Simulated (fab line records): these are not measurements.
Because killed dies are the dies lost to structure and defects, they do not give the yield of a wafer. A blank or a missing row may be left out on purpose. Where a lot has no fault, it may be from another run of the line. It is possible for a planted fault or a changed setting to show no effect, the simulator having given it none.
What tool caused it? | flow sky130 | 11 lots, 33 wafers sampled, at 1 step of a route of 708

WHAT EACH GAUGE READ, for each wafer
SKY_VIA4_BOW_MEAS_03. Usual: VIA4_BOW typically reads 79 um, with standard deviation 8.5.
lot  | measured     | on            | VIA4_BOW (um) | flag
L139 | day 42 00:23 | film metro-04 | 86 83 86      |
L143 | day 43 19:14 | film metro-01 | 88 79 92      |
L144 | day 43 20:49 | film metro-04 | 91 83 76      |
L147 | day 44 08:38 | film metro-03 | 82 88 85      |
L149 | day 44 12:27 | film metro-01 | 82 74 73      |
L148 | day 44 20:19 | film metro-03 | 68 81 80      |
L150 | day 44 23:47 | film metro-01 | 91 92 87      |
L151 | day 45 05:14 | film metro-03 | 54 68 58      |
L152 | day 45 14:34 | film metro-04 | 88 84 91      |
L161 | day 47 19:11 | film metro-01 | 82 75 77      |
L159 | day 47 20:15 | film metro-03 | 81 85 73      |

WHICH TOOL RAN EACH LOT (tool, then ch and the chambers of the sampled wafers, then the start)
There is no process step in the record ahead of these readings.

WHAT THE TOOLS THEMSELVES READ (means of the sampled wafers that have a number; where no wafer has one, the mark that the record gives instead)
The record holds no such reading with a usual standard deviation.

THE ANSWER, worked out from the rows above alone
Rule: a lot counts as off when the mean over its wafers that have a number is more than 3 standard deviations away from the usual mean. A lot without any number at a reading at which 4 lots or more have one is off too. All remaining lots with rows at the step are treated as sound. The gauges are gone through in route order, then the tools' own readings, and for those a lot's mean is taken as printed above. At the first step where some lot is off, the reading lying furthest off is the one used; lots without a number count as furthest.
Nothing can be told from this: no lot is off at any reading shown.

WHAT THE SIMULATOR HAD INSERTED
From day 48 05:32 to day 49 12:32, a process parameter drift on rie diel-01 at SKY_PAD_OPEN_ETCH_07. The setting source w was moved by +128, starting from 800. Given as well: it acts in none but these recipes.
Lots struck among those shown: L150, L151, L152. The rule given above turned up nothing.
